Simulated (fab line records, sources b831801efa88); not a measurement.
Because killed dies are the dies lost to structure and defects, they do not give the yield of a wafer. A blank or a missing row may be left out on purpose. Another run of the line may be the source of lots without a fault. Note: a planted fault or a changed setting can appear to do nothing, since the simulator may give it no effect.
Which tool is to blame?    flow gf180mcu    13 lots with 39 wafers sampled at 4 steps, on a route of 602 steps

WHAT THE GAUGES SHOWED, per wafer
GF_STI_CD_MEAS_12: target cd 220 nm. Usual: cdNm at 219.9 nm, with a standard deviation of 1.5.
lot   measured     on        cdNm (nm)          flag
L715  day 2 02:28  cdSem-02  221.4 220.9 219.7  
L716  day 2 06:34  cdSem-02  220.4 220.7 220.4  
L717  day 2 10:31  cdSem-02  214.8 216.2 215.9  
L724  day 3 23:42  cdSem-02  219.6 220.2 220.7  
L728  day 4 22:50  cdSem-01  217.4 217.1 217.6  
L731  day 5 11:50  cdSem-02  218.8 219.5 219.5  
L732  day 5 16:28  cdSem-01  217.1 217.3 217.2  
L733  day 5 22:58  cdSem-01  220.0 219.8 220.4  
L734  day 6 03:54  cdSem-02  219.7 220.4 219.4  
L735  day 6 08:54  cdSem-01  221.5 221.8 222.2  
L736  day 6 13:47  cdSem-01  218.0 219.7 218.1  
L737  day 6 19:31  cdSem-01  220.5 219.9 220.9  
L738  day 7 00:24  cdSem-01  221.6 219.0 220.4  

GF_HV_LDD_THK_MEAS_55. Usual: for HV_LDD_CVD_54_THK the level is 10.01 nm and the standard deviation is 0.16.
lot   measured      on            HV_LDD_CVD_54_THK (nm)  flag
L715  day 12 12:05  filmMetro-04  9.97 9.86 9.97          
L716  day 12 17:56  filmMetro-03  10.22 10.17 10.21       
L717  day 12 22:05  filmMetro-02  9.92 9.92 9.91          
L724  day 15 13:38  filmMetro-04  9.95 10.00 10.07        
L728  day 16 20:11  filmMetro-04  9.75 9.72 9.88          
L731  day 17 16:56  filmMetro-02  10.22 10.36 10.24       
L732  day 17 23:53  filmMetro-02  9.99 10.15 9.96         
L733  day 18 08:18  filmMetro-02  10.30 10.28 10.17       
L734  day 18 19:10  filmMetro-04  10.09 10.06 10.17       
L735  day 19 04:46  filmMetro-04  10.03 9.95 9.98         
L736  day 19 09:14  filmMetro-02  10.00 10.03 10.08       
L737  day 19 21:40  filmMetro-04  10.17 10.04 10.01       
L738  day 20 07:22  filmMetro-04  9.99 10.06 9.90         

WHAT TOOL EACH LOT RAN ON (gives the tool, then ch and the chambers of the sampled wafers, and finally the start)
lot   GF_STI_PEB_10                    GF_HV_LDD_STRIP_37
L715  lithoTrack-01 ch 0, day 2 02:07  plasmaAsher-02 ch 0,1, day 11 14:11
L716  lithoTrack-01 ch 0, day 2 06:13  plasmaAsher-02 ch 0,1, day 11 20:21
L717  lithoTrack-01 ch 0, day 2 10:10  plasmaAsher-02 ch 0,1, day 12 01:04
L724  lithoTrack-03 ch 0, day 3 23:22  plasmaAsher-03 ch 0,1, day 14 14:37
L728  lithoTrack-02 ch 0, day 4 22:31  plasmaAsher-02 ch 0,1, day 15 20:30
L731  lithoTrack-03 ch 0, day 5 11:29  plasmaAsher-03 ch 0,1, day 16 16:40
L732  lithoTrack-02 ch 0, day 5 16:07  plasmaAsher-03 ch 0,1, day 16 23:31
L733  lithoTrack-02 ch 0, day 5 22:37  plasmaAsher-01 ch 0,1, day 17 07:46
L734  lithoTrack-01 ch 0, day 6 03:34  plasmaAsher-01 ch 0,1, day 17 18:50
L735  lithoTrack-01 ch 0, day 6 08:34  plasmaAsher-03 ch 0,1, day 18 02:53
L736  lithoTrack-01 ch 0, day 6 13:26  plasmaAsher-01 ch 1, day 18 07:57
L737  lithoTrack-02 ch 0, day 6 19:10  plasmaAsher-01 ch 0,1, day 18 20:00
L738  lithoTrack-03 ch 0, day 7 00:04  plasmaAsher-02 ch 0,1, day 19 05:36
- GF_STI_PEB_10: peb time 90 s.
- GF_HV_LDD_STRIP_37: strips in O2/N2.

AS READ BY THE TOOLS THEMSELVES (means over the sampled wafers that have a number; for cases with no such wafer, the mark the record gives instead)
GF_HV_LDD_STRIP_37. Usual: drypumpMotorCurrentA 5.7 A, standard deviation 0.46; heaterPowerW 304 W, standard deviation 21; oesProductAu 0.716 a.u., standard deviation 0.0045; stripTimeToEndpointS 12.64 s, standard deviation 0.032.
lot   tool            drypumpMotorCurrentA (A)  heaterPowerW (W)  oesProductAu (a.u.)  stripTimeToEndpointS (s)  flag
L715  plasmaAsher-02  5.5                       294               0.716                12.65                     
L716  plasmaAsher-02  5.5                       293               0.720                12.63                     
L717  plasmaAsher-02  5.4                       292               0.713                12.60                     
L724  plasmaAsher-03  5.6                       296               0.714                12.63                     
L728  plasmaAsher-02  5.6                       281               0.715                12.64                     
L731  plasmaAsher-03  5.5                       297               0.714                12.65                     
L732  plasmaAsher-03  5.5                       298               0.713                12.64                     
L733  plasmaAsher-01  5.7                       326               0.713                12.69                     
L734  plasmaAsher-01  6.2                       317               0.715                12.67                     
L735  plasmaAsher-03  5.6                       296               0.715                12.65                     
L736  plasmaAsher-01  5.2                       341               0.714                12.66                     
L737  plasmaAsher-01  5.7                       327               0.717                12.61                     
L738  plasmaAsher-02  5.5                       275               0.714                12.64                     

THE ANSWER, worked out from the rows above alone
Rule: take the mean of a lot's wafers that have a number; if it is more than 3 standard deviations from the usual mean, the lot is off. A lot without any number at a reading at which 4 lots or more have one is off too. Any other lot the step has rows for is counted as sound. Order of review: gauges by route order, followed by the tools' own readings, for which a lot's mean as printed above is used. The first step at which some lot is off is used, and at that step the reading that is off furthest; a lot without a number counts as furthest.
No lot is off at any reading shown: from this, nothing can be told.

WHAT HAD BEEN PUT IN BY THE SIMULATOR
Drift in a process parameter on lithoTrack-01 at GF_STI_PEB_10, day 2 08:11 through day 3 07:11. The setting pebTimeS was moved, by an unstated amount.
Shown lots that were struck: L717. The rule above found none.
